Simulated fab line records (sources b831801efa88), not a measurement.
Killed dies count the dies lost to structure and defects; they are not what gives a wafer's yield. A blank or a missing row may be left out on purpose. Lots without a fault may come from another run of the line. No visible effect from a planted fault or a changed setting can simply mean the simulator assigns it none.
Check of tool commonality + flow gf180mcu + 45 wafers sampled across 12 lots

== REASON FOR OPENING ==
At GF_VT_IMPLANT_RS_MEAS_47 the reading NWELL_RS is flagged on 3 of 12 lots. Fault-free wafers read 487.8 ohm/sq, with a standard deviation of 1.2.
Rule: flag the lot when none of its wafers has a number, or when each of its wafers that has one lies beyond 4 standard deviations from that mean. As for the other lots, they are considered sound.

| lot  | measured     | on            | NWELL_RS (ohm/sq), wafer by wafer   | flag    |
|------|--------------|---------------|-------------------------------------|---------|
| L884 | day 7 15:39  | film metro-02 | 486.6 485.4 485.5                   |         |
| L886 | day 8 02:26  | film metro-03 | 489.8 487.3 487.9                   |         |
| L888 | day 8 17:23  | film metro-03 | 489.1 487.7 488.8                   |         |
| L894 | day 10 10:09 | film metro-01 | 464.5 464.9 466.5 464.7 464.9 465.5 | FLAGGED |
| L896 | day 11 02:43 | film metro-03 | 463.8 464.9 463.5 463.9 465.6 463.9 | FLAGGED |
| L897 | day 11 09:44 | film metro-03 | 465.5 465.5 466.1 465.2 465.6 465.4 | FLAGGED |
| L898 | day 11 19:49 | film metro-01 | 487.9 488.2 487.5                   |         |
| L899 | day 11 22:15 | film metro-03 | 486.3 487.8 486.3                   |         |
| L900 | day 12 05:16 | film metro-01 | 491.1 489.2 489.7                   |         |
| L901 | day 12 20:19 | film metro-02 | 487.5 487.0 487.4                   |         |
| L904 | day 13 10:38 | film metro-01 | 489.4 487.7 487.7                   |         |
| L906 | day 14 00:06 | film metro-02 | 486.2 486.9 487.6                   |         |
The mean of the flagged lots' numbers is 465.0 ohm/sq, -22.8 ohm/sq from the usual (-19 standard deviations).

== WHICH TOOL EACH LOT WENT THROUGH ==
The record holds 1 process step before the reading, out of a route of 602 steps. Every cell lists first the tool, next ch and the chambers used by the sampled wafers, and last the start.
| lot  | flag    | GF_NWELL_IMPLANT_09            |
|------|---------|--------------------------------|
| L884 |         | implanter-03 ch 0, day 3 10:04 |
| L886 |         | implanter-03 ch 0, day 3 18:01 |
| L888 |         | implanter-04 ch 0, day 4 04:40 |
| L894 | FLAGGED | implanter-04 ch 0, day 5 15:02 |
| L896 | FLAGGED | implanter-04 ch 0, day 6 04:29 |
| L897 | FLAGGED | implanter-04 ch 0, day 6 11:23 |
| L898 |         | implanter-03 ch 0, day 6 16:58 |
| L899 |         | implanter-03 ch 0, day 6 19:44 |
| L900 |         | implanter-03 ch 0, day 7 02:14 |
| L901 |         | implanter-02 ch 0, day 7 13:18 |
| L904 |         | implanter-02 ch 0, day 8 02:32 |
| L906 |         | implanter-03 ch 0, day 8 12:50 |
These steps, and what they do:
- GF_NWELL_IMPLANT_09
- GF_VT_IMPLANT_RS_MEAS_47: measures by four-point-probe.

== FLAGGED AGAINST TOTAL, ONE TOOL AT A TIME (gauges that did the reading follow at the end) ==
| step                     | tool          | lots run | flagged | share of the flagged lots | sound lots run after its first flagged lot |
|--------------------------|---------------|----------|---------|---------------------------|--------------------------------------------|
| GF_NWELL_IMPLANT_09      | implanter-02  | 2        | 0       | none                      | -                                          |
| GF_NWELL_IMPLANT_09      | implanter-03  | 6        | 0       | none                      | -                                          |
| GF_NWELL_IMPLANT_09      | implanter-04  | 4        | 3       | all                       | 0                                          |
| GF_VT_IMPLANT_RS_MEAS_47 | film metro-01 | 4        | 1       | some                      | 3 (L898,L900,L904)                         |
| GF_VT_IMPLANT_RS_MEAS_47 | film metro-02 | 3        | 0       | none                      | -                                          |
| GF_VT_IMPLANT_RS_MEAS_47 | film metro-03 | 5        | 2       | some                      | 1 (L899)                                   |

== WHAT IS ALLOWED BY THE TABLE ==
Rows of the table that ran each flagged lot: 1, that is implanter-04 at GF_NWELL_IMPLANT_09.
- implanter-04 at GF_NWELL_IMPLANT_09 ran 4 lots, 3 of them flagged. Last sound lot L888 at day 4 04:40, first flagged lot L894 at day 5 15:02; a fault beginning in between fits. Its own readings lie more than 4 standard deviations out on every wafer of the flagged lots: dose ions cm2, faraday current uA.
Left over: one tool, implanter-04 at GF_NWELL_IMPLANT_09.

== WHAT THE SIMULATOR HAD INSERTED ==
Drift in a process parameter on implanter-04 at GF_NWELL_IMPLANT_09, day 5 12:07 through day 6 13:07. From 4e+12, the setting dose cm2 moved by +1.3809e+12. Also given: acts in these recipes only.
Struck lots among those shown: L894, L896, L897. The rule given above showed the same thing.
